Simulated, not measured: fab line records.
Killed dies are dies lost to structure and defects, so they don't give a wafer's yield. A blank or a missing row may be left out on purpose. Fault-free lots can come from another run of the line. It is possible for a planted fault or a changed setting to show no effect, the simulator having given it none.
fab line records | flow gf180mcu | part 1 of 2: steps 1 to 43 of 44
[record] lots = 7 wafers = 21 last_day = 34
route steps=602 shown DNWELL@39 NWELL@42 LVPWELL@54 MVSD@66 MVPSD@78 PASSIVATION@602
lots untouched by any fault: they come from a run of this same line in which no faults occurred
start_h: the number of hours between the record's first day and the start of the first shown wafer of the lot | wait_h: how many hours have passed since the lot's step before this one | " the same as in the row above | L1.1+2: one row covering several wafers at once | - no value present, or no start provided | * or withheld: withheld | < > ~ a bound
route shown NAME@n: names a module that has steps shown in the file, with the first one's number in the route | usual: average and standard deviation across the fault-free wafers | same: alike in all rows | chamber/n: place in a boat | sites: per-site readings | _std_site: standard deviation across them | _edge_site: inner sites' mean taken away from outer sites' mean | radius_mm: how far each site lies from the wafer's centre | mask NAME#n: copy n | behind: the tool/chamber that last shaped the wafer | hold: why the lot was held/for how many hours/how that ended | device: names the non-switching transistor (n, p or np) | end of line: the tests these same wafers got at the end of their route | a step with no rows: only its recipe | killed: not the wafer's yield, but the dies lost to structure and defects at the first sort | map: shows each die of a wafer: x if killed, . if not, _ if none is there
set.NAME: setting as actually run; set.NAME@STEP: the setting as run at that earlier step | model.NAME: the simulator's own value behind a step, which no gauge read
lots at selected steps of the route; one table per step, one row per wafer
services: from which hour (start_h, from the record's first day; less than 0 if before it) a tool's chamber was out of use, for how many hours, and why
[[steps]]
[step GF_DNWELL_IMPLANT_07]
[recipe] species = P energy_kev = 1500 dose_cm2 = 1e+13 tilt_deg = 0
[step GF_DNWELL_STRIP_08]
[recipe] chemistry = O2/N2 power_w = 1400 pressure_mtorr = 1500 platen_temp_c = 250 o2_flow_sccm = 3000 n2_flow_sccm = 300 overash_fraction = 0.5
[usual] drypump_motor_current_A = 5.6/0.37 heater_power_w = 320/26 o2_flow_sccm = 2999/10 oes_product_au = 0.722/0.0048 strip_time_to_endpoint_s = 36.98/0.099
// columns lot.wafer tool chamber start_h wait_h drypump_motor_current_A heater_power_w o2_flow_sccm oes_product_au rf_hours_counter_h strip_time_to_endpoint_s
L636.2 plasma_asher-02 0 63.19 0.1 5.8 355 3004 0.725 39 36.71
L636.3 " 0 " " 5.8 359 3009 0.727 - 36.75
L636.4 " 1 " " 5.5 268 3001 0.717 - 36.78
L638.3 plasma_asher-02 0 68.88 0.1 5.8 359 2991 0.724 - 37.00
L638.5 " 1 " " 5.6 268 3010 0.727 - 36.97
L638.6 " 0 " " 5.8 356 2997 0.723 - 36.88
L646.1 plasma_asher-04 0 113.54 0.1 5.3 352 3000 0.726 48 37.16
L646.2 " 1 " " 6.2 317 3006 0.721 48 36.93
L646.5 " 0 " " 5.3 361 3000 0.725 - 37.08
L649.1 plasma_asher-03 1 129.64 0.1 5.6 300 3007 0.716 35 37.01
L649.2 " 0 " " 5.1 312 2985 0.718 35 37.02
L649.6 " 0 " " 5.1 325 2994 0.721 - 36.98
L650.1 plasma_asher-03 0 133.59 0.1 5.1 306 3008 0.724 35 36.75
L650.3 " 0 " " 5.1 300 3009 0.726 - 36.84
L650.5 " 0 " " 5.1 311 2998 0.719 - 36.84
L651.3 plasma_asher-04 1 138.22 0.1 6.2 324 3009 0.726 - 36.83
L651.4 " 0 " " 5.3 360 3007 0.728 - 36.98
L651.5 " 1 " " 6.2 321 3006 0.715 - 36.90
L654.1 plasma_asher-03 1 154.39 0.1 5.6 303 2993 0.716 38 37.00
L654.2 " 0 " " 5.1 307 2986 0.722 38 36.92
L654.4 " 1 " " 5.6 309 3008 0.722 - 36.91
[step GF_DNWELL_TW_MEAS_09]
[usual] DNWELL_TW = 1355/13
// columns lot.wafer tool chamber start_h wait_h DNWELL_TW
L636.2 film_metro-02 - 63.30 0.1 1351
L636.3 " - " " 1345
L636.4 " - " " 1355
L638.3 film_metro-03 - 68.96 0.1 1366
L638.5 " - " " 1366
L638.6 " - " " 1376
L646.1 film_metro-02 - 113.64 0.1 1336
L646.2 " - " " 1342
L646.5 " - " " 1349
L649.1 film_metro-03 - 129.74 0.1 1366
L649.2 " - " " 1369
L649.6 " - " " 1359
L650.1 film_metro-02 - 133.69 0.1 1333
L650.3 " - " " 1339
L650.5 " - " " 1334
L651.3 film_metro-03 - 138.31 0.1 1375
L651.4 " - " " 1369
L651.5 " - " " 1379
L654.1 film_metro-03 - 154.49 0.1 1367
L654.2 " - " " 1364
L654.4 " - " " 1375
[step GF_NWELL_DEHYDRATE_00]
[recipe] temp_c = 200 time_s = 60
[step GF_NWELL_HMDS_01]
[recipe] prime_time_s = 60 prime_temp_c = 120
[step GF_NWELL_COAT_02]
[recipe] spin_rpm = 2000 resist_thk_nm = 3000
[step GF_NWELL_SOFTBAKE_03]
[recipe] temp_c = 110 time_s = withheld
[step GF_NWELL_EXPOSE_04]
[recipe] mask_id = Nwell target_cd_nm = 860 na = 0.6 source_shape = conventional sigma_outer = 0.6 dose_mj = 260
[step GF_NWELL_PEB_05]
[recipe] temp_c = 115 time_s = withheld
[step GF_NWELL_DEVELOP_06]
[recipe] wall_angle_deg = 90 develop_time_s = 60 dev_temp_c = 23
[step GF_NWELL_OVL_MEAS_07]
[usual] NWELL_OVL = 0.0/1.3
// columns lot.wafer tool chamber start_h wait_h NWELL_OVL[nm]
L636.2 overlay-01 - 76.30 - -2.7
L636.3 " - " " -0.1
L636.4 " - " " 1.0
L638.3 overlay-01 - 82.04 - -0.1
L638.5 " - " " 1.9
L638.6 " - " " 1.4
L646.1 overlay-02 - 128.44 - -1.3
L646.2 " - " " 0.8
L646.5 " - " " -0.3
L649.1 overlay-02 - 144.93 - 0.8
L649.2 " - " " 1.3
L649.6 " - " " 0.9
L650.1 overlay-01 - 149.09 - -2.0
L650.3 " - " " -2.4
L650.5 " - " " -2.4
L651.3 overlay-01 - 153.84 - 0.7
L651.4 " - " " 2.1
L651.5 " - " " 1.3
L654.1 overlay-02 - 171.04 - -0.8
L654.2 " - " " 0.6
L654.4 " - " " 0.1
[step GF_NWELL_IMPLANT_08]
[recipe] species = P energy_kev = 450 dose_cm2 = 1.5e+13 tilt_deg = 0
[step GF_NWELL_IMPLANT_09]
[recipe] species = P energy_kev = 160 dose_cm2 = 4e+12 tilt_deg = 0
[usual] dose_ions_cm2 = 3.998e+12/4.4e+09
// columns lot.wafer tool chamber start_h wait_h dose_ions_cm2
L636.2 implanter-01 0 76.50 0.1 3.995e+12
L636.3 " 0 " " 3.987e+12
L636.4 " 0 " " 3.998e+12
L638.3 implanter-02 0 82.27 0.1 4e+12
L638.5 " 0 " " 4.002e+12
L638.6 " 0 " " 4.002e+12
L646.1 implanter-02 0 128.62 0.1 3.999e+12
L646.2 " 0 " " 3.995e+12
L646.5 " 0 " " 3.998e+12
L646.1 implanter-02 0 128.94 0.3 4.008e+12
L646.2 " 0 " " 4e+12
L646.5 " 0 " " 4e+12
L649.1 implanter-01 0 145.11 0.1 4.002e+12
L649.2 " 0 " " 4.002e+12
L649.6 " 0 " " 4.003e+12
L649.1 implanter-01 0 145.43 0.3 4.002e+12
L649.2 " 0 " " 3.999e+12
L649.6 " 0 " " 4.004e+12
L650.1 implanter-03 0 149.27 0.1 3.993e+12
L650.3 " 0 " " 3.992e+12
L650.5 " 0 " " 3.989e+12
L650.1 implanter-03 0 149.59 0.3 4.001e+12
L650.3 " 0 " " 4.004e+12
L650.5 " 0 " " 4.001e+12
L651.3 implanter-01 0 154.06 0.1 4.003e+12
L651.4 " 0 " " 3.996e+12
L651.5 " 0 " " 3.998e+12
L654.1 implanter-03 0 171.23 0.1 4.002e+12
L654.2 " 0 " " 4.001e+12
L654.4 " 0 " " 4.001e+12
[step GF_NWELL_STRIP_10]
[recipe] chemistry = O2/N2 power_w = 1400 pressure_mtorr = 1500 platen_temp_c = 250 o2_flow_sccm = 3000 n2_flow_sccm = 300 overash_fraction = 0.5
[usual] drypump_motor_current_A = 5.6/0.32 heater_power_w = 322/22 o2_flow_sccm = 3001/9 oes_product_au = 0.722/0.005 strip_time_to_endpoint_s = 36.94/0.094
// columns lot.wafer tool chamber start_h wait_h drypump_motor_current_A heater_power_w o2_flow_sccm oes_product_au rf_hours_counter_h strip_time_to_endpoint_s
L636.2 plasma_asher-03 1 76.63 0.1 5.6 306 2995 0.730 28 36.88
L636.3 " 0 " " 5.1 315 3016 0.726 - 36.82
L636.4 " 1 " " 5.6 307 3008 0.725 - 36.85
L638.3 plasma_asher-04 1 82.40 0.1 6.2 312 3009 0.722 - 36.90
L638.5 " 1 " " 6.3 320 2998 0.715 - 37.00
L638.6 " 0 " " 5.3 369 3018 0.726 - 36.93
L646.1 plasma_asher-04 0 129.09 0.1 5.3 358 2994 0.709 50 36.82
L646.2 " 1 " " 6.2 330 3005 0.729 50 36.92
L646.5 " 1 " " 6.2 318 3014 0.720 - 36.81
L649.1 plasma_asher-03 1 145.58 0.1 5.6 310 2995 0.722 37 36.86
L649.2 " 0 " " 5.1 312 2990 0.722 37 36.89
L649.6 " 1 " " 5.6 308 2990 0.732 - 36.85
L650.1 plasma_asher-01 0 149.74 0.1 5.7 291 2991 0.723 49 37.01
L650.3 " 1 " " 5.7 352 2991 0.736 - 36.93
L650.5 " 0 " " 5.6 303 2989 0.724 - 36.98
L651.3 plasma_asher-01 0 154.20 0.1 5.7 312 3002 0.719 - 36.94
L651.4 " 1 " " 5.7 361 2989 0.719 - 36.95
L651.5 " 1 " " 5.7 353 2991 0.723 - 36.96
L654.1 plasma_asher-01 0 171.38 0.1 5.7 301 3018 0.725 51 37.03
L654.2 " 1 " " 5.7 355 2995 0.714 51 37.07
L654.4 " 0 " " 5.7 303 3003 0.726 - 37.14
[step GF_NWELL_TW_MEAS_11]
[usual] NWELL_TW = 1569/12
// columns lot.wafer tool chamber start_h wait_h NWELL_TW
L636.2 film_metro-04 - 76.74 0.1 1582
L636.3 " - " " 1584
L636.4 " - " " 1583
L638.3 film_metro-04 - 82.49 0.1 1582
L638.5 " - " " 1583
L638.6 " - " " 1576
L646.1 film_metro-02 - 129.19 0.1 1631
L646.2 " - " " 1620
L646.5 " - " " 1625
L649.1 film_metro-02 - 145.68 0.1 1630
L649.2 " - " " 1626
L649.6 " - " " 1632
L650.1 film_metro-02 - 149.84 0.1 1630
L650.3 " - " " 1626
L650.5 " - " " 1625
L651.3 film_metro-01 - 154.28 0.1 1546
L651.4 " - " " 1558
L651.5 " - " " 1551
L654.1 film_metro-01 - 171.48 0.1 1558
L654.2 " - " " 1555
L654.4 " - " " 1557
[step GF_LVPWELL_DEHYDRATE_00]
[recipe] temp_c = 200 time_s = 60
[step GF_LVPWELL_HMDS_01]
[recipe] prime_time_s = 60 prime_temp_c = 120
[step GF_LVPWELL_COAT_02]
[recipe] spin_rpm = 2000 resist_thk_nm = 3000
[step GF_LVPWELL_SOFTBAKE_03]
[recipe] temp_c = 110 time_s = withheld
[step GF_LVPWELL_EXPOSE_04]
[recipe] mask_id = LVPWELL target_cd_nm = 600 na = 0.6 source_shape = conventional sigma_outer = 0.6 dose_mj = 260
[step GF_LVPWELL_PEB_05]
[recipe] temp_c = 115 time_s = withheld
[step GF_LVPWELL_DEVELOP_06]
[recipe] wall_angle_deg = 90 develop_time_s = 60 dev_temp_c = 23
[step GF_LVPWELL_OVL_MEAS_07]
[usual] LVPWELL_OVL = -0.6/1
// columns lot.wafer tool chamber start_h wait_h LVPWELL_OVL[nm]
L636.2 overlay-02 - 90.52 - 0.0
L636.3 " - " " -1.0
L636.4 " - " " 0.2
L638.3 overlay-02 - 96.15 - -1.3
L638.5 " - " " 0.5
L638.6 " - " " -1.9
L646.1 overlay-02 - 144.37 - -0.1
L646.2 " - " " 0.6
L646.5 " - " " -0.2
L649.1 overlay-02 - 160.94 - 0.1
L649.2 " - " " -1.9
L649.6 " - " " -0.3
L650.1 overlay-02 - 165.13 - 0.0
L650.3 " - " " 0.6
L650.5 " - " " -0.9
L651.3 overlay-02 - 170.40 - -0.9
L651.4 " - " " -0.4
L651.5 " - " " 0.8
L654.1 overlay-02 - 188.58 - 0.0
L654.2 " - " " -0.7
L654.4 " - " " -1.0
[step GF_LVPWELL_IMPLANT_08]
[recipe] species = B energy_kev = 170 dose_cm2 = 1.5e+13 tilt_deg = 0
[step GF_LVPWELL_IMPLANT_09]
[recipe] species = B energy_kev = 60 dose_cm2 = 5e+12 tilt_deg = 0
[step GF_LVPWELL_STRIP_10]
[recipe] chemistry = O2/N2 power_w = 1400 pressure_mtorr = 1500 platen_temp_c = 250 o2_flow_sccm = 3000 n2_flow_sccm = 300 overash_fraction = 0.5
[usual] drypump_motor_current_A = 5.71/0.25 heater_power_w = 328/33 o2_flow_sccm = 3000/8.2 oes_product_au = 0.723/0.0042 strip_time_to_endpoint_s = 36.98/0.11
// columns lot.wafer tool chamber start_h wait_h drypump_motor_current_A heater_power_w o2_flow_sccm oes_product_au rf_hours_counter_h strip_time_to_endpoint_s
L636.2 plasma_asher-02 0 90.85 0.1 5.80 359 3000 0.722 42 37.08
L636.3 " 0 " " 5.82 354 3004 0.722 - 37.06
L636.4 " 1 " " 5.59 277 2989 0.723 - 37.07
L638.3 plasma_asher-01 1 96.51 0.1 5.67 352 3000 0.727 - 36.86
L638.5 " 1 " " 5.69 354 2988 0.721 - 36.94
L638.6 " 0 " " 5.67 302 2991 0.729 - 36.90
L646.1 plasma_asher-01 0 144.70 0.1 5.68 299 3007 0.721 49 37.02
L646.2 " 1 " " 5.70 350 2995 0.726 49 36.89
L646.5 " 1 " " 5.70 354 2989 0.721 - 36.86
L649.1 plasma_asher-04 0 161.28 0.1 5.33 355 2990 0.726 53 37.08
L649.2 " 1 " " 6.20 322 3000 0.721 53 37.09
L649.6 " 1 " " 6.21 312 3013 0.720 - 36.97
L650.1 plasma_asher-04 0 165.46 0.1 5.32 354 3007 0.725 54 36.87
L650.3 " 0 " " 5.32 352 2997 0.722 - 36.84
L650.5 " 0 " " 5.32 359 3005 0.720 - 36.85
L651.3 plasma_asher-02 1 170.76 0.1 5.60 260 2983 0.724 - 36.88
L651.4 " 0 " " 5.79 359 2995 0.721 - 36.68
L651.5 " 0 " " 5.80 361 3014 0.724 - 36.77
L654.1 plasma_asher-04 0 188.91 0.1 5.33 355 2999 0.718 56 36.93
L654.2 " 1 " " 6.22 325 3002 0.727 56 36.92
L654.4 " 1 " " 6.21 326 2990 0.723 - 36.92
[step GF_LVPWELL_TW_MEAS_11]
[usual] LVPWELL_TW = 559/3.8
// columns lot.wafer tool chamber start_h wait_h LVPWELL_TW
L636.2 film_metro-04 - 90.96 0.1 560
L636.3 " - " " 558
L636.4 " - " " 560
L638.3 film_metro-04 - 96.60 0.1 561
L638.5 " - " " 563
L638.6 " - " " 565
L646.1 film_metro-04 - 144.80 0.1 565
L646.2 " - " " 566
L646.5 " - " " 569
L649.1 film_metro-01 - 161.38 0.1 552
L649.2 " - " " 555
L649.6 " - " " 556
L650.1 film_metro-02 - 165.56 0.1 556
L650.3 " - " " 556
L650.5 " - " " 554
L651.3 film_metro-01 - 170.85 0.1 554
L651.4 " - " " 554
L651.5 " - " " 555
L654.1 film_metro-02 - 189.01 0.1 557
L654.2 " - " " 559
L654.4 " - " " 556
[step GF_MVSD_DEHYDRATE_00]
[recipe] temp_c = 200 time_s = 60
[step GF_MVSD_HMDS_01]
[recipe] prime_time_s = 60 prime_temp_c = 120
[step GF_MVSD_COAT_02]
[recipe] spin_rpm = 2000 resist_thk_nm = 3000
[step GF_MVSD_SOFTBAKE_03]
[recipe] temp_c = 110 time_s = withheld
[step GF_MVSD_EXPOSE_04]
[recipe] mask_id = MVSD target_cd_nm = 1000 na = 0.6 source_shape = conventional sigma_outer = 0.6 dose_mj = 260
[step GF_MVSD_PEB_05]
[recipe] temp_c = 115 time_s = withheld
[step GF_MVSD_DEVELOP_06]
[recipe] wall_angle_deg = 90 develop_time_s = 60 dev_temp_c = 23
[step GF_MVSD_OVL_MEAS_07]
[usual] MVSD_OVL = -0.1/1.4
// columns lot.wafer tool chamber start_h wait_h MVSD_OVL[nm]
L636.2 overlay-01 - 104.67 - -2.6
L636.3 " - " " -2.9
L636.4 " - " " -1.1
L638.3 overlay-02 - 111.08 - -2.2
L638.5 " - " " 0.1
L638.6 " - " " -0.8
L646.1 overlay-02 - 160.82 - 0.8
L646.2 " - " " 1.0
L646.5 " - " " 1.6
L649.1 overlay-02 - 178.13 - -0.9
L649.2 " - " " 0.6
L649.6 " - " " 1.7
L650.1 overlay-01 - 181.67 - 0.3
L650.3 " - " " -0.1
L650.5 " - " " 0.3
L651.3 overlay-02 - 188.24 - 0.9
L651.4 " - " " 2.0
L651.5 " - " " 1.5
L654.1 overlay-01 - 205.93 - 2.0
L654.2 " - " " 2.6
L654.4 " - " " 2.4
[step GF_MVSD_IMPLANT_08]
[recipe] species = P energy_kev = 400 dose_cm2 = 1.6e+13 tilt_deg = 0
[step GF_MVSD_IMPLANT_09]
[recipe] species = P energy_kev = 100 dose_cm2 = 5e+12 tilt_deg = 0
[step GF_MVSD_STRIP_10]
[recipe] chemistry = O2/N2 power_w = 1400 pressure_mtorr = 1500 platen_temp_c = 250 o2_flow_sccm = 3000 n2_flow_sccm = 300 overash_fraction = 0.5
[usual] drypump_motor_current_A = 5.61/0.19 heater_power_w = 318/33 o2_flow_sccm = 3000/9.1 oes_product_au = 0.722/0.0044 strip_time_to_endpoint_s = 36.98/0.094
// columns lot.wafer tool chamber start_h wait_h drypump_motor_current_A heater_power_w o2_flow_sccm oes_product_au rf_hours_counter_h strip_time_to_endpoint_s
L636.2 plasma_asher-03 0 105.00 0.1 5.10 309 3009 0.722 31 36.93
L636.3 " 0 " " 5.09 310 3010 0.724 - 36.93
L636.4 " 1 " " 5.57 304 2994 0.722 - 36.82
L638.3 plasma_asher-01 1 111.44 0.1 5.67 355 3014 0.720 - 36.90
L638.5 " 1 " " 5.68 352 3008 0.724 - 36.99
L638.6 " 0 " " 5.66 310 3007 0.724 - 36.84
L646.1 plasma_asher-03 1 161.15 0.1 5.58 300 2986 0.714 39 36.83
L646.2 " 0 " " 5.10 307 2990 0.717 39 36.93
L646.5 " 1 " " 5.58 309 2999 0.721 - 36.82
L649.1 plasma_asher-02 1 178.47 0.1 5.57 266 2992 0.724 3 36.97
L649.2 " 0 " " 5.82 349 2987 0.727 3 36.95
L649.6 " 0 " " 5.82 354 2997 0.725 - 36.98
L650.1 plasma_asher-02 0 182.00 0.1 5.81 356 2999 0.718 3 36.84
L650.3 " 1 " " 5.52 264 3003 0.723 - 37.00
L650.5 " 1 " " 5.55 261 3006 0.720 - 37.01
L651.3 plasma_asher-02 0 188.60 0.1 5.81 351 2993 0.724 - 37.04
L651.4 " 1 " " 5.58 258 2998 0.726 - 37.03
L651.5 " 0 " " 5.80 363 2995 0.714 - 37.05
L654.1 plasma_asher-02 1 206.27 0.1 5.59 267 3008 0.729 6 36.96
L654.2 " 0 " " 5.84 351 2998 0.720 6 37.00
L654.4 " 1 " " 5.57 257 3005 0.722 - 37.02
[step GF_MVSD_TW_MEAS_11]
[usual] MVSD_TW = 1579/12
// columns lot.wafer tool chamber start_h wait_h MVSD_TW
L636.2 film_metro-02 - 105.11 0.1 1583
L636.3 " - " " 1573
L636.4 " - " " 1580
L638.3 film_metro-01 - 111.52 0.1 1557
L638.5 " - " " 1562
L638.6 " - " " 1555
L646.1 film_metro-04 - 161.25 0.1 1595
L646.2 " - " " 1594
L646.5 " - " " 1598
L649.1 film_metro-01 - 178.57 0.1 1575
L649.2 " - " " 1561
L649.6 " - " " 1563
L650.1 film_metro-01 - 182.10 0.1 1555
L650.3 " - " " 1564
L650.5 " - " " 1561
L651.3 film_metro-02 - 188.68 0.1 1588
L651.4 " - " " 1577
L651.5 " - " " 1578
L654.1 film_metro-02 - 206.37 0.1 1576
L654.2 " - " " 1577
L654.4 " - " " 1573
[step GF_MVPSD_DEHYDRATE_00]
[recipe] temp_c = 200 time_s = 60
[step GF_MVPSD_HMDS_01]
[recipe] prime_time_s = 60 prime_temp_c = 120
[step GF_MVPSD_COAT_02]
[recipe] spin_rpm = 2000 resist_thk_nm = 3000
[step GF_VT_IMPLANT_RS_MEAS_47]
[recipe] thk_meas_gauge = four-point-probe
[usual] NWELL_RS = 487.7/1.3
// columns lot.wafer tool chamber start_h wait_h NWELL_RS[ohm/sq]
L636.2 film_metro-04 - 185.97 0.1 483.1
L636.3 " - " " 485.2
L636.4 " - " " 484.6
L638.3 film_metro-01 - 193.09 0.1 486.1
L638.5 " - " " 486.9
L638.6 " - " " 488.7
L646.1 film_metro-04 - 250.04 0.1 429.6
L646.2 " - " " 430.4
L646.5 " - " " 430.4
L649.1 film_metro-02 - 270.00 0.1 431.4
L649.2 " - " " 430.6
L649.6 " - " " 431.9
L650.1 film_metro-02 - 276.10 0.1 429.0
L650.3 " - " " 430.2
L650.5 " - " " 430.8
L651.3 film_metro-04 - 282.29 0.1 487.5
L651.4 " - " " 486.8
L651.5 " - " " 487.5
L654.1 film_metro-01 - 302.20 0.1 486.9
L654.2 " - " " 487.1
L654.4 " - " " 488.3
[[key]]
[first_sign] step = GF_NWELL_IMPLANT_09 reading = visit direction = added
[effect] step = GF_NWELL_TW_MEAS_11 reading = NWELL_TW direction = up sigmas = 4.9 usual = 1569 struck = 1627
[effect] step = GF_VT_IMPLANT_RS_MEAS_47 reading = NWELL_RS direction = down sigmas = 45 usual = 487.7 struck = 430.5
[model_effect] step = GF_PASSIVATION_PROBE_99 value = etest.pldd_6p0.line_ohm_um without = 6502 struck = 7208
met_at GF_NWELL_IMPLANT_09
struck_wafers L646.1,L646.2,L646.5,L649.1,L649.2,L649.6,L650.1,L650.3,L650.5
tester_left_out L646,L649,L650
[fault] kind = repeated_step_whole tool = implanter-01,implanter-02,implanter-03 chamber = - onset_h = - steps = GF_NWELL_IMPLANT_09 times = 1 scope = struck_lots_only
// tester_left_out: of these lots the tester's yield and bins aren't shown, on N5 and GAA mostly nor the transistor test; their killed dies are dies lost to structure and defects alone, not to doping, threshold or leakage, so they don't give the yield
